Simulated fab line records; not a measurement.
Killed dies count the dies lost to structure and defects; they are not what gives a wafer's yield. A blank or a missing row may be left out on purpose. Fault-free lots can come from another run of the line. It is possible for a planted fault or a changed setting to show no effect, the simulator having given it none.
The tool behind it: which one? -- flow gf180mcu -- 7 lots, 21 wafers sampled, at 1 step of a route of 602

== WHAT EACH GAUGE READ, for each wafer ==
GF_MIM_RS_MEAS_10: a four-point-probe measurement.
lot,measured,on,MIM_ALCU_RS (ohm/sq)
L672,day 25 07:41,film metro-01,0.1598 0.1590 0.1586
L675,day 26 08:43,film metro-01,0.1608 0.1598 0.1630
L679,day 27 17:47,film metro-01,0.1625 0.1640 0.1621
L685,day 29 06:49,film metro-03,0.1598 0.1601 0.1595
L688,day 30 09:22,film metro-01,0.1611 0.1619 0.1623
L691,day 31 07:26,film metro-02,0.1607 0.1614 0.1617
L692,day 31 15:08,film metro-02,0.1621 0.1588 0.1605

== WHICH TOOL RAN EACH LOT (tool, then ch and the chambers of the sampled wafers, then the start) ==
There is no process step in the record ahead of these readings.

== THE ANSWER, worked out from the rows above alone ==
Rule: what is usual is taken from the lots themselves. Put in order of their means at a reading, lots are off if they are a third of the lots or fewer, leave a main group of 4 or more, and stand apart from it by a gap of 3 or more times the standard deviation of the main group's means; of several such gaps the widest counts. A main group whose means are all the same, to the digits that the tables above print for the reading, isn't used. Also off: a lot with no number at a reading for which 4 or more lots have one. All remaining lots with rows at the step are treated as sound.
None of the lots is off at any reading shown; this tells nothing.

== WHAT HAD BEEN PUT IN BY THE SIMULATOR ==
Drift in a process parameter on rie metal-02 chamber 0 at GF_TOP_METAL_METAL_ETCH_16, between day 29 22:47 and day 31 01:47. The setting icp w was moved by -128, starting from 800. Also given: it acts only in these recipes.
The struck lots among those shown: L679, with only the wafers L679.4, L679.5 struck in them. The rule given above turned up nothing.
